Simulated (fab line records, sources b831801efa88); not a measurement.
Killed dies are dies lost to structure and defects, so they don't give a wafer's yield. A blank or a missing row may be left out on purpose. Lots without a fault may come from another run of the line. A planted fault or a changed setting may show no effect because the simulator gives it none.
Which tool did it? | flow gf180mcu | 14 lots, 42 wafers sampled, at 3 steps of a route of 602

WHAT THE GAUGES READ, wafer by wafer
GF_V1_THK_MEAS_25: measures by xrf. Usual: V1_W_THK 356 nm, standard deviation 6.6.
lot  | measured     | on            | V1_W_THK (nm) | flag
L301 | day 19 00:00 | film_metro-03 | 366 360 358   |
L302 | day 19 16:22 | film_metro-03 | 372 361 360   |
L303 | day 19 17:59 | film_metro-03 | 372 363 365   |
L304 | day 20 09:37 | film_metro-04 | 356 353 354   |
L305 | day 20 22:14 | film_metro-04 | 355 354 355   |
L307 | day 21 03:50 | film_metro-04 | 356 354 358   |
L306 | day 21 04:13 | film_metro-04 | 355 352 351   |
L309 | day 21 20:01 | film_metro-04 | 355 358 363   |
L312 | day 23 05:58 | film_metro-02 | 352 348 345   |
L314 | day 23 22:29 | film_metro-04 | 353 352 351   |
L315 | day 24 04:32 | film_metro-02 | 346 352 347   |
L316 | day 24 06:44 | film_metro-04 | 345 343 346   |
L319 | day 25 04:14 | film_metro-03 | 356 359 359   |
L321 | day 25 21:52 | film_metro-02 | 357 354 352   |

WHICH TOOL RAN EACH LOT (tool, then ch and the chambers of the sampled wafers, then the start)
lot  | GF_HV_LDD_DEHYDRATE_00            | GF_M1_STRIP_17
L301 | litho_track-03 ch 0, day 10 06:22 | plasma_asher-02 ch 0,1, day 17 21:17
L302 | litho_track-03 ch 0, day 10 18:32 | plasma_asher-03 ch 0,1, day 18 13:14
L303 | litho_track-04 ch 0, day 10 21:02 | plasma_asher-02 ch 0,1, day 18 15:04
L304 | litho_track-02 ch 0, day 11 07:59 | plasma_asher-03 ch 0,1, day 19 06:28
L305 | litho_track-02 ch 0, day 11 19:05 | plasma_asher-02 ch 0,1, day 19 18:55
L307 | litho_track-04 ch 0, day 11 21:35 | plasma_asher-04 ch 0,1, day 20 00:47
L306 | litho_track-03 ch 0, day 11 22:05 | plasma_asher-04 ch 0,1, day 20 01:43
L309 | litho_track-03 ch 0, day 12 09:44 | plasma_asher-02 ch 0, day 20 17:40
L312 | litho_track-04 ch 0, day 13 12:40 | plasma_asher-04 ch 0,1, day 22 03:50
L314 | litho_track-04 ch 0, day 14 06:31 | plasma_asher-04 ch 0,1, day 22 20:46
L315 | litho_track-04 ch 0, day 14 11:47 | plasma_asher-02 ch 0,1, day 23 04:07
L316 | litho_track-04 ch 0, day 14 13:44 | plasma_asher-04 ch 0,1, day 23 05:58
L319 | litho_track-04 ch 0, day 15 08:59 | plasma_asher-04 ch 0,1, day 24 03:31
L321 | litho_track-03 ch 0, day 16 04:09 | plasma_asher-04 ch 0, day 24 21:52
- GF_HV_LDD_DEHYDRATE_00: time 60 s.
- GF_M1_STRIP_17: strips in O2/N2.

WHAT THE TOOLS THEMSELVES READ (means of the sampled wafers that have a number; where no wafer has one, the mark that the record gives instead)
GF_HV_LDD_DEHYDRATE_00. Usual: chill_plate_temp_C 23.01 C, standard deviation 0.1; heater_power_total_W 160.36 W, standard deviation 0.12; plate_temp_C 200.03 C, standard deviation 0.17.
lot  | tool           | chill_plate_temp_C (C) | heater_power_total_W (W) | plate_temp_C (C) | flag
L301 | litho_track-03 | 22.96                  | 160.23                   | 200.03           |
L302 | litho_track-03 | 23.07                  | 160.46                   | 199.99           |
L303 | litho_track-04 | 23.04                  | 160.31                   | 199.85           |
L304 | litho_track-02 | 22.95                  | 160.43                   | 200.11           |
L305 | litho_track-02 | 23.09                  | 160.34                   | 199.95           |
L307 | litho_track-04 | 23.13                  | 160.31                   | 199.86           |
L306 | litho_track-03 | 22.84                  | 160.44                   | 200.07           |
L309 | litho_track-03 | 22.98                  | 160.34                   | 200.26           |
L312 | litho_track-04 | 23.03                  | 160.27                   | 200.10           |
L314 | litho_track-04 | 22.96                  | 160.25                   | 199.83           |
L315 | litho_track-04 | 22.95                  | 153.27                   | 192.92           | OFF
L316 | litho_track-04 | 22.97                  | 153.11                   | 193.02           | OFF
L319 | litho_track-04 | 22.95                  | 153.20                   | 193.03           | OFF
L321 | litho_track-03 | 22.94                  | 160.32                   | 199.97           |

GF_M1_STRIP_17. Usual: drypump_motor_current_A 6.0 A, standard deviation 0.53; heater_power_w 347 W, standard deviation 32; oes_product_au 0.539 a.u., standard deviation 0.0047; strip_time_to_endpoint_s 7.40 s, standard deviation 0.056.
lot  | tool            | drypump_motor_current_A (A) | heater_power_w (W) | oes_product_au (a.u.) | strip_time_to_endpoint_s (s) | flag
L301 | plasma_asher-02 | 5.7                         | 355                | 0.542                 | 7.42                         |
L302 | plasma_asher-03 | 6.7                         | 322                | 0.536                 | 7.34                         |
L303 | plasma_asher-02 | 5.7                         | 342                | 0.535                 | 7.47                         |
L304 | plasma_asher-03 | 6.6                         | 320                | 0.540                 | 7.36                         |
L305 | plasma_asher-02 | 5.7                         | 354                | 0.541                 | 7.38                         |
L307 | plasma_asher-04 | 6.1                         | 372                | 0.542                 | 7.39                         |
L306 | plasma_asher-04 | 6.0                         | 368                | 0.540                 | 7.40                         |
L309 | plasma_asher-02 | 5.6                         | 376                | 0.537                 | 7.42                         |
L312 | plasma_asher-04 | 5.7                         | 347                | 0.539                 | 7.38                         |
L314 | plasma_asher-04 | 5.7                         | 346                | 0.540                 | 7.40                         |
L315 | plasma_asher-02 | 5.7                         | 352                | 0.538                 | 7.41                         |
L316 | plasma_asher-04 | 5.7                         | 354                | 0.542                 | 7.47                         |
L319 | plasma_asher-04 | 5.7                         | 353                | 0.539                 | 7.42                         |
L321 | plasma_asher-04 | 5.3                         | 330                | 0.540                 | 7.47                         |

THE ANSWER, worked out from the rows above alone
Rule: a lot is off if the mean of its wafers that have a number lies more than 3 standard deviations from the usual mean. A lot without any number at a reading at which 4 lots or more have one is off too. The other lots that the step has rows for count as sound. The gauges are gone through in route order, then the tools' own readings, and for those a lot's mean is taken as printed above. The first step at which some lot is off is used, and at that step the reading that is off furthest; a lot without a number counts as furthest.
Off: L315, L316, L319, at GF_HV_LDD_DEHYDRATE_00 (heater_power_total_W).
A tool fits if, at that step or a process step before it, it ran every lot that is off, and no sound lot after the first of them. One fits: litho_track-04 at GF_HV_LDD_DEHYDRATE_00. Its last sound lot is L314 (day 14 06:31), its first lot that is off L315 (day 14 11:47): a fault that began between those two fits.
The tool's own readings at GF_HV_LDD_DEHYDRATE_00 bear it out: on the lots that are off they differ by more than 5 times the standard deviation of the sound lots' means. heater_power_total_W reads 153.19 W there against 160.34 W on the sound lots; plate_temp_C reads 192.99 C there against 200.00 C on the sound lots.

WHAT THE SIMULATOR HAD PUT IN
Process parameter drift: litho_track-04, from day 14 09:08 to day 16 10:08, at GF_HV_LDD_DEHYDRATE_00. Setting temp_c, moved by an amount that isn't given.
Lots struck among those shown: L315, L316, L319. The rule above found the same.
